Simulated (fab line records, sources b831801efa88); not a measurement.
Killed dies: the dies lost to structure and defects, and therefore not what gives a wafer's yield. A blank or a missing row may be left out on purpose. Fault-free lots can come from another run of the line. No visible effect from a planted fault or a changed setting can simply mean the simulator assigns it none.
Code-filled problem report in 8D (eight disciplines) form    flow gf180mcu    the parts of the form that need people (team, actions taken, sign-off) are left out

## 1. THE ISSUE
SALICIDE_TIN_RS at GF_SALICIDE_RS_MEAS_04 reads a mean of 12.3 ohm/sq on 6 wafers of 2 lots; wafers without a fault read 16.3 ohm/sq with a standard deviation of 0.33. That is -12 standard deviations from the usual mean.
The step: measures by four-point-probe.
The first sign was on wafer L747.1 at day 18 17:51, on film_metro-02. The record has a number at this step for 36 wafers belonging to 12 lots. Rule for "out" (also "out of limits"): further than 4 standard deviations from the usual mean. Any other wafer with a number is counted as sound.

## 2. WHAT THIS IS AND IS NOT
question                     is                            is not
which readings at this step  SALICIDE_TIN_RS               -
which lots                   L747, L749                    L738, L740, L743, L745, L748, L753, L756, L757, L758, L760
which wafers of those lots   all that have a number        -
read on which gauges         film_metro-02, film_metro-04  film_metro-03
when                         from day 18 17:51             up to then (12 sound wafers); but 18 sound wafers of L748, L753, L756, L757, L758, L760 came after

## 3. THE SUSPECTS, EACH WITH WHAT RULES IT OUT
Counting: a tool at a process step up to the reading stays a suspect if it ran every lot that is out and no sound lot after the first of them.
- the gauge at GF_SALICIDE_RS_MEAS_04 has been ruled out. The wafers that are out were read on 2 gauges (film_metro-02, film_metro-04).
- pvd_sputter-02 at GF_SALICIDE_SPUTTER_03 (material TiN, target thk 20 nm, time 16.7 s): ruled out as a lasting fault. After its first lot that is out, L747 (day 18 17:50), sound lots L758 ran on it.
Left after counting: nothing in the record.

## 4. THE CAUSE (what the simulator had put in)
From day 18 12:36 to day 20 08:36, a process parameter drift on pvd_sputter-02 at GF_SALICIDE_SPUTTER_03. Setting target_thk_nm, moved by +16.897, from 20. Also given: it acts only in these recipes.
The count ruled it out by mistake, since the rule takes a fault to strike every lot its tool runs from the start of the fault on, and this one did not do so.

## 5. THE CHAIN OF EFFECTS, in route order
Each row: a reading whose mean over the struck wafers that have a number lies more than 3 standard deviations from the usual. Scope: only readings with a usual standard deviation given in the record; hours: median across lots of the time from each lot's start at the first step in this table that gives one to its start at this step; sigmas: change in usual standard deviations.
hours  step                     reading           usual        on struck wafers  change  sigmas
0      GF_SALICIDE_RS_MEAS_04   SALICIDE_TIN_RS   16.3 ohm/sq  12.3              -4.0    -12
0      GF_SALICIDE_THK_MEAS_05  SALICIDE_TIN_THK  20.0 nm      36.6              +16.6   +54

## 6. HOW IT WOULD HAVE BEEN CAUGHT EARLIER
Counted from the fault's start at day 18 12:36, it took 5 hours until the first out-of-limits reading at a measuring or inspecting step in this record, taken at day 18 17:51.
Of the tool readings at GF_SALICIDE_SPUTTER_03 for which the record gives a usual standard deviation, none was out on any struck wafer, so an alarm limit of 4 standard deviations on them would not have fired.
